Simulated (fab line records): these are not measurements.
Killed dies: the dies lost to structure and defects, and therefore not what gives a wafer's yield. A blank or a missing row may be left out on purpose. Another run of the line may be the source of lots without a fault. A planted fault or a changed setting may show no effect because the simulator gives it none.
Chamber matching / flow sky130 / SKY_VIA4_CMP_02 on cmp-01: 4 sister chambers
The step polishes SiO2. 14 wafers are shown with their chamber, then 7 later ones without.

WAFERS PAIRED WITH THEIR CHAMBERS
wafer=L182.2; chamber=3; motor-current-A (A)=12.0
wafer=L182.4; chamber=0; motor-current-A (A)=13.1
wafer=L182.5; chamber=0; motor-current-A (A)=13.6
wafer=L183.2; chamber=2; motor-current-A (A)=11.9
wafer=L183.3; chamber=0; motor-current-A (A)=14.0
wafer=L183.5; chamber=1; motor-current-A (A)=13.9
wafer=L193.1; chamber=1; motor-current-A (A)=13.6
wafer=L193.2; chamber=0; motor-current-A (A)=13.9
wafer=L193.4; chamber=3; motor-current-A (A)=11.7
wafer=L195.1; chamber=1; motor-current-A (A)=13.0
wafer=L195.3; chamber=0; motor-current-A (A)=13.9
wafer=L195.6; chamber=1; motor-current-A (A)=12.8
wafer=L196.3; chamber=2; motor-current-A (A)=11.4
wafer=L196.5; chamber=2; motor-current-A (A)=11.4

SIGNATURES, as means of the wafers listed above
reading=motor-current-A; chamber 0=13.700; chamber 1=13.325; chamber 2=11.567; chamber 3=11.850; scatter within a chamber=0.392
Rule: distance of a wafer from a chamber = root of the sum over the readings of ((wafer's reading minus chamber's mean) / reading's scatter) squared. If the next closest chamber is less than 2 further off than the closest, the wafer can't be placed; otherwise it belongs to the closest. The scatter: the root of (the sum of the squares of (reading less its chamber's mean) over the shown wafers, divided by (wafers less chambers)).

WAFERS WITH NO CHAMBER GIVEN
wafer=L196.6; motor-current-A (A)=13.2
wafer=L200.1; motor-current-A (A)=12.0
wafer=L200.4; motor-current-A (A)=13.2
wafer=L200.5; motor-current-A (A)=13.2
wafer=L201.1; motor-current-A (A)=13.6
wafer=L201.2; motor-current-A (A)=12.1
wafer=L201.3; motor-current-A (A)=11.8

EACH ONE'S CHAMBER
wafer=L196.6; from the rows above=can't be placed: 1 or 0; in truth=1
wafer=L200.1; from the rows above=can't be placed: 3 or 2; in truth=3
wafer=L200.4; from the rows above=can't be placed: 1 or 0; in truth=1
wafer=L200.5; from the rows above=can't be placed: 1 or 0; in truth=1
wafer=L201.1; from the rows above=can't be placed: 0 or 1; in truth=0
wafer=L201.2; from the rows above=can't be placed: 3 or 2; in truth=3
wafer=L201.3; from the rows above=can't be placed: 3 or 2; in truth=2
Correct placement for 0 of the 7. Unplaceable from these rows: 7, with the true chamber sitting among the candidates in 7. Number placed wrongly: 0.
